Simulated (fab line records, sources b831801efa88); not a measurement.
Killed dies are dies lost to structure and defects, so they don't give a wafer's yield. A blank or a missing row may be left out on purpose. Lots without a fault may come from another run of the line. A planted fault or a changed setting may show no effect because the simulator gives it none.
Chamber matching | flow sky130 | SKY_PASSIVATION_CVD_02 on pecvd-03: 3 sister chambers
The step deposits Si3N4, target thk 540 nm. 6 wafers are shown with their chamber, then 8 later ones without.

WAFERS WITH THEIR CHAMBER
wafer  | chamber | heater_power_w (W)
L077.5 | 2       | 613
L079.4 | 2       | 697
L079.6 | 1       | 832
L083.4 | 0       | 755
L083.5 | 1       | 788
L092.1 | 0       | 701

WAFERS WITHOUT THEIR CHAMBER
wafer  | heater_power_w (W)
L092.2 | 720
L092.4 | 809
L095.1 | 811
L095.2 | 697
L095.3 | 636
L096.3 | 828
L096.4 | 667
L096.5 | 661

WHICH CHAMBER EACH WENT THROUGH
wafer  | from the rows above          | in truth
L092.2 | can't be placed: 0 or 2 or 1 | 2
L092.4 | can't be placed: 1 or 0      | 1
L095.1 | can't be placed: 1 or 0      | 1
L095.2 | can't be placed: 0 or 2 or 1 | 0
L095.3 | can't be placed: 2 or 0      | 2
L096.3 | can't be placed: 1 or 0      | 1
L096.4 | can't be placed: 2 or 0      | 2
L096.5 | can't be placed: 2 or 0      | 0
Placed correctly: 0 of 8. Can't be placed from these rows: 8 (the true chamber is among the candidates in 8). Placed wrongly: 0.
How it was worked out, from the rows above alone: a wafer's distance from a chamber is the root of the sum, over the readings, of the square of ((its reading less the chamber's mean) divided by the reading's scatter). The wafer belongs to the nearest chamber; if the next one is less than 2 further off, it can't be placed. A chamber's mean is the mean of its shown wafers. The scatter: the root of (the sum of the squares of (reading less its chamber's mean) over the shown wafers, divided by (wafers less chambers)).
